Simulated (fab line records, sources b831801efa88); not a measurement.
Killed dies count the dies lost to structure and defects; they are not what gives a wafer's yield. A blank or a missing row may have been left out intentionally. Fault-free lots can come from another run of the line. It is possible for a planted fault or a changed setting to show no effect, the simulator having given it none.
Problem report in the 8D (eight disciplines) form, filled by code | flow sky130 | the parts of the form that need people (team, actions taken, sign-off) are left out

## 1. THE PROBLEM
At SKY_FIELD_ISO_CMP_27, overpolishRunS averages 22.615 s over 2 wafers from 2 lots, while fault-free wafers read 15.999 s, standard deviation 0.0093. So: +99 or more standard deviations from the usual mean.
The step: polishes, stops on Si3N4, t overpolish 16 s, target thk 457.8 nm.
The first sign was on wafer L846.2 at day 5 15:26, on cmp-01. The record has a number at this step for 36 wafers belonging to 12 lots. Rule for "out" (also "out of limits"): further than 4 standard deviations from the usual mean. All remaining wafers that have a number are taken as sound.

## 2. WHAT IT IS, WHAT IT ISN'T
question                    | is               | is not
which readings at this step | overpolishRunS   | headPressurePsi, motorCurrentA, retainingRingPressureFrac, timeToEndpointS
which lots                  | L846, L847       | L831, L832, L833, L834, L836, L837, L838, L842, L845, L854
which wafers of those lots  | L846.2, L847.3   | L846.3, L846.4, L847.2, L847.4
read on which tools         | cmp-01           | cmp-02
when                        | from day 5 15:26 | up to then (29 sound wafers); but 5 sound wafers of L847, L854 came after

## 3. SUSPECTS, AND WHAT RULES EACH OUT
Counting: if a tool at a process step up to the reading ran every lot that is out, it stays a suspect. Sound lots after the first of them don't rule it out here, since some wafers of a struck lot are sound.
- cmp-01 at SKY_FIELD_ISO_CMP_27 (polishes, stops on Si3N4, t overpolish 16 s, target thk 457.8 nm): kept. It ran every lot that is out, first L846 (day 5 15:26); its last sound lot up to then is L842 (day 4 18:49). Out on those wafers are its own readings of overpolishRunS.
- At SKY_FIELD_ISO_CMP_27, inside cmp-01: chamber 1 took the wafers that are out, while their sound lot-mates went through chambers 0, 2, 3.
The count leaves cmp-01 at SKY_FIELD_ISO_CMP_27.

## 4. THE CAUSE (what the simulator had put in)
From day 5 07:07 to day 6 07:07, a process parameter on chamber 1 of cmp-01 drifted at SKY_FIELD_ISO_CMP_27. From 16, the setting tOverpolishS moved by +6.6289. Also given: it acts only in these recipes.
The count eliminated every tool but this one.

## 5. THE CHAIN OF EFFECTS, in route order
One row per reading whose mean, taken over the struck wafers that have a number, lies over 3 standard deviations from the usual. Readings are gone through only where the record gives a usual standard deviation; hours: the median, over the lots, of the time from a lot's start at the first step in this table giving one to that lot's start at this step; sigmas: the change measured in usual standard deviations.
hours | step                 | reading        | usual    | on struck wafers | change | sigmas
0     | SKY_FIELD_ISO_CMP_27 | overpolishRunS | 15.999 s | 22.615           | +6.616 | +99 or more
It contains these process steps:
- SKY_FIELD_ISO_CMP_27: polishes, stops on Si3N4, t overpolish 16 s, target thk 457.8 nm.
At these later measuring or inspecting steps, every struck wafer for which the step has a row has a number for every such reading, and none has moved that far: SKY_PWDE_TW_MEAS_10.

## 6. HOW IT WOULD HAVE BEEN CAUGHT EARLIER
First out-of-limits reading in this record: day 5 15:26, which is 8 hours after fault onset at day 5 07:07.
